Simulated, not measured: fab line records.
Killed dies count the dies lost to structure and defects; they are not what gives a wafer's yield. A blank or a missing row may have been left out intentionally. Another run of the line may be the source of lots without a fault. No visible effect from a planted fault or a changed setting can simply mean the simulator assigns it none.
Struck lot and sound lot, side by side -- flow sky130 -- 14 out of 708 route steps
Sound: wafers L961.1, L961.4, L961.5. The struck wafers were L966.3, L966.5, L966.6. The cause is given at the end.
Each step with rows lists, per side, the tool, then ch with its chambers, then its first start. Under that, the readings that differ: sound wafers -- struck wafers -- difference of the means -- sigmas: that difference in standard deviations of wafers without a fault.
alike: words and numbers the same on both sides, and readings whose means are apart by under 2 such deviations; not compared: readings that were withheld, readings missing a value for some wafer, numbers with overlapping values and no deviation given by the record, and bounds like >300 which may hide the same value.
Wherever a step has rows on one side only, a row that says differs or no value, or a row with sigmas, the two part there. When numbers do not overlap yet have no deviation, they are printed without sigmas and do not part them. Lack of a reading on every wafer of one side parts them only where that side has two or more wafers.

SKY_RES_XHIGH_TW_MEAS_09:
  sound on film metro-02, day 27 02:20; struck on film metro-02, day 30 08:28
  alike: RES_XHIGH_TW
then, 7 steps without rows for these wafers: SKY_SD_N_DEHYDRATE_00 (time 60 s); SKY_SD_N_HMDS_01 (prime time 60 s); SKY_SD_N_COAT_02 (resist thk 1140 nm); SKY_SD_N_SOFTBAKE_03 (time 60 s); SKY_SD_N_EXPOSE_04 (exposes mask NSDM, target cd 380 nm); SKY_SD_N_PEB_05; SKY_SD_N_DEVELOP_06 (develop time 60 s).
SKY_SD_N_CD_MEAS_07: the cd target is 380 nm.
  sound on cd sem-01, day 28 07:19; struck on cd sem-02, day 31 11:16
  alike: cd nm
SKY_SD_N_OVL_MEAS_08:
  sound on overlay-01, day 28 07:26; struck on overlay-01, day 31 11:22
  alike: SD_N_OVL
then, 2 steps without rows for these wafers: SKY_SD_N_IMPLANT_09; SKY_SD_N_IMPLANT_10.
SKY_SD_N_STRIP_11: strips in O2/N2.
  sound on plasma asher-01 ch 0,1, day 28 07:47; struck on plasma asher-03 ch 0,1, day 31 11:43
reading,sound,struck,difference,sigmas
chamber pressure mTorr (mTorr),1498.2 1500.3 1499.6,1507.0 1500.0 1509.9,+6.3,+5
oes product au (a.u.),0.524 0.525 0.528,0.347 0.230 0.343,-0.219,-45
strip time to endpoint s (s),22.50 22.47 22.51,- - -,no value on the struck wafers,
model.NOVOLAK_of_SD_N_COAT_02.thk nm (nm),0 0 0,899.8 896.5 898.3,+898.2,
  alike: drypump motor current A, n2 flow sccm
  not compared: rf hours counter h
SKY_SD_N_TW_MEAS_12:
  sound on film metro-01, day 28 07:53; struck on film metro-01, day 31 11:48
  alike: SD_N_TW

WHERE THEY PART
Only at SKY_SD_N_STRIP_11, within this record. Later steps at which nothing parts them and some readings are alike: SKY_SD_N_TW_MEAS_12.

WHY: what the simulator had put in
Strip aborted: plasma asher-03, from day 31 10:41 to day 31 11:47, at SKY_SD_N_STRIP_11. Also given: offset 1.
